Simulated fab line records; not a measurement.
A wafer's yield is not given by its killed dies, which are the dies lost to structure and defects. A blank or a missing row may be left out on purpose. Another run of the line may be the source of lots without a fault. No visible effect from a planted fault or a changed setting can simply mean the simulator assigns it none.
What tool caused it? | flow sky130 | 14 lots, 41 wafers sampled, at 4 steps of a route of 708

WHAT THE GAUGES SHOWED, per wafer
Not one reading of a measure or inspect step in the record can be checked against a usual standard deviation.

WHAT TOOL EACH LOT RAN ON (gives the tool, then ch and the chambers of the sampled wafers, and finally the start)
lot  | SKY_VIA2_CMP_24               | SKY_METAL3_SPUTTER_01        | SKY_METAL3_SPUTTER_03        | SKY_METAL3_SPUTTER_04
L171 | cmp-01 ch 0,2,3, day 35 23:23 | pvd-sputter-02, day 35 23:40 | pvd-sputter-02, day 35 23:43 | pvd-sputter-02, day 35 23:44
L172 | cmp-01 ch 0,1,3, day 36 19:11 | pvd-sputter-02, day 36 19:28 | pvd-sputter-02, day 36 19:32 | pvd-sputter-02, day 36 19:33
L173 | cmp-01 ch 1,2,3, day 36 21:07 | pvd-sputter-04, day 36 21:26 | pvd-sputter-04, day 36 21:31 | pvd-sputter-04, day 36 21:32
L174 | cmp-02 ch 0,1,2, day 37 18:32 | pvd-sputter-02, day 37 18:46 | pvd-sputter-02, day 37 18:49 | pvd-sputter-02, day 37 18:50
L175 | cmp-02 ch 1,2,3, day 37 23:16 | pvd-sputter-03, day 37 23:29 | pvd-sputter-03, day 37 23:32 | pvd-sputter-03, day 37 23:34
L177 | cmp-01 ch 0,1,2, day 38 16:10 | pvd-sputter-02, day 38 16:29 | pvd-sputter-02, day 38 16:33 | pvd-sputter-02, day 38 16:34
L178 | cmp-01 ch 0,2,3, day 38 17:33 | pvd-sputter-03, day 38 17:49 | pvd-sputter-03, day 38 17:53 | pvd-sputter-03, day 38 17:54
L176 | cmp-01 ch 0,1, day 38 18:41   | pvd-sputter-04, day 38 19:01 | pvd-sputter-04, day 38 19:05 | pvd-sputter-04, day 38 19:06
L179 | cmp-01 ch 1,2,3, day 39 04:58 | pvd-sputter-02, day 39 05:14 | pvd-sputter-02, day 39 05:18 | pvd-sputter-02, day 39 05:19
L181 | cmp-01 ch 0,3, day 40 01:29   | pvd-sputter-04, day 40 01:48 | pvd-sputter-04, day 40 01:52 | pvd-sputter-04, day 40 01:53
L184 | cmp-01 ch 0,2, day 40 09:37   | pvd-sputter-04, day 40 09:53 | pvd-sputter-04, day 40 09:58 | pvd-sputter-04, day 40 09:59
L182 | cmp-01 ch 0,2,3, day 40 11:19 | pvd-sputter-02, day 40 11:38 | pvd-sputter-02, day 40 11:41 | pvd-sputter-02, day 40 11:43
L185 | cmp-01 ch 1,3, day 40 14:13   | -                            | -                            | -
L193 | cmp-02 ch 1,2,3, day 43 00:38 | pvd-sputter-04, day 43 00:54 | pvd-sputter-04, day 43 00:58 | pvd-sputter-04, day 43 00:59
- SKY_VIA2_CMP_24: polishes, stops on SiO2, t overpolish 20 s, target thk 0 nm.
- SKY_METAL3_SPUTTER_01: material TiN, target thk 20 nm, time 16.7 s.
- SKY_METAL3_SPUTTER_03: material Ti, target thk 5 nm, time 3.3 s.
- SKY_METAL3_SPUTTER_04: material TiN, target thk 70 nm, time 58.3 s.

WHAT THE TOOLS THEMSELVES READ (means of the sampled wafers that have a number; where no wafer has one, the mark that the record gives instead)
SKY_VIA2_CMP_24. Usual: motor-current-A 11.8 A, standard deviation 0.95; overpolish-run-s 20.000 s, standard deviation 0.0093; time-to-endpoint-s 98 s, standard deviation 4.5.
lot  | tool   | motor-current-A (A) | overpolish-run-s (s) | time-to-endpoint-s (s) | flag
L171 | cmp-01 | 12.0                | 20.007               | 104                    |
L172 | cmp-01 | 11.9                | 20.009               | 98                     |
L173 | cmp-01 | 11.7                | 20.005               | 99                     |
L174 | cmp-02 | 10.4                | 19.998               | 100                    |
L175 | cmp-02 | 11.1                | 19.997               | 94                     |
L177 | cmp-01 | 12.1                | 20.004               | 100                    |
L178 | cmp-01 | 12.5                | 19.996               | 100                    |
L176 | cmp-01 | 11.5                | 20.004               | 99                     |
L179 | cmp-01 | 12.3                | 19.993               | 106                    |
L181 | cmp-01 | 11.9                | 20.012               | 98                     |
L184 | cmp-01 | 12.3                | 20.009               | 99                     |
L182 | cmp-01 | 11.9                | 13.347               | 117                    | OFF
L185 | cmp-01 | 11.8                | 0.037                | 158                    | OFF
L193 | cmp-02 | 11.3                | 20.002               | 101                    |

SKY_METAL3_SPUTTER_01. Usual: throttle-valve-pct at 30.1 %, with a standard deviation of 1.2.
lot  | tool           | throttle-valve-pct (%) | flag
L171 | pvd-sputter-02 | 29.7                   |
L172 | pvd-sputter-02 | 31.0                   |
L173 | pvd-sputter-04 | 30.4                   |
L174 | pvd-sputter-02 | 30.3                   |
L175 | pvd-sputter-03 | 30.7                   |
L177 | pvd-sputter-02 | 29.8                   |
L178 | pvd-sputter-03 | 30.4                   |
L176 | pvd-sputter-04 | 29.7                   |
L179 | pvd-sputter-02 | 29.9                   |
L181 | pvd-sputter-04 | 31.5                   |
L184 | pvd-sputter-04 | 28.3                   |
L182 | pvd-sputter-02 | 29.9                   |
L193 | pvd-sputter-04 | 29.4                   |

SKY_METAL3_SPUTTER_03. Usual: throttle-valve-pct at 30.1 %, with a standard deviation of 1.2.
lot  | tool           | throttle-valve-pct (%) | flag
L171 | pvd-sputter-02 | 29.8                   |
L172 | pvd-sputter-02 | 30.7                   |
L173 | pvd-sputter-04 | 30.6                   |
L174 | pvd-sputter-02 | 30.2                   |
L175 | pvd-sputter-03 | 30.7                   |
L177 | pvd-sputter-02 | 29.9                   |
L178 | pvd-sputter-03 | 30.3                   |
L176 | pvd-sputter-04 | 29.5                   |
L179 | pvd-sputter-02 | 30.0                   |
L181 | pvd-sputter-04 | 31.4                   |
L184 | pvd-sputter-04 | 28.4                   |
L182 | pvd-sputter-02 | 30.0                   |
L193 | pvd-sputter-04 | 29.4                   |

SKY_METAL3_SPUTTER_04. Usual: throttle-valve-pct at 30.1 %, with a standard deviation of 1.2.
lot  | tool           | throttle-valve-pct (%) | flag
L171 | pvd-sputter-02 | 29.6                   |
L172 | pvd-sputter-02 | 30.8                   |
L173 | pvd-sputter-04 | 30.3                   |
L174 | pvd-sputter-02 | 30.3                   |
L175 | pvd-sputter-03 | 30.8                   |
L177 | pvd-sputter-02 | 29.7                   |
L178 | pvd-sputter-03 | 30.4                   |
L176 | pvd-sputter-04 | 29.4                   |
L179 | pvd-sputter-02 | 29.9                   |
L181 | pvd-sputter-04 | 31.3                   |
L184 | pvd-sputter-04 | 28.4                   |
L182 | pvd-sputter-02 | 30.0                   |
L193 | pvd-sputter-04 | 29.2                   |

THE ANSWER, worked out from the rows above alone
Rule: a lot counts as off when the mean over its wafers that have a number is more than 3 standard deviations away from the usual mean. A lot without any number at a reading at which 4 lots or more have one is off too. The other lots that the step has rows for count as sound. First the gauges in route order, then the tools' own readings, where a lot's mean is used as printed above. At the first step where some lot is off, the reading lying furthest off is the one used; lots without a number count as furthest.
Off at SKY_VIA2_CMP_24 (overpolish-run-s): L182, L185.
If a tool, at that step or one of the process steps before it, ran each lot that is off and ran no sound lot following the first of them, it fits. One fits: cmp-01 at SKY_VIA2_CMP_24. Its last sound lot is L184 (day 40 09:37), its first lot that is off L182 (day 40 11:19): a fault that began between those two fits.
The tool's own readings at SKY_VIA2_CMP_24 bear it out: on the lots that are off they differ by more than 5 times the standard deviation of the sound lots' means. overpolish-run-s reads 6.692 s there against 20.003 s on the sound lots; time-to-endpoint-s reads 138 s there against 100 s on the sound lots.

WHAT THE SIMULATOR HAD INSERTED
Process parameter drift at SKY_VIA2_CMP_24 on cmp-01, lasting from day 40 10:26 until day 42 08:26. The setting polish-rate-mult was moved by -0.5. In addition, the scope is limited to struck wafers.
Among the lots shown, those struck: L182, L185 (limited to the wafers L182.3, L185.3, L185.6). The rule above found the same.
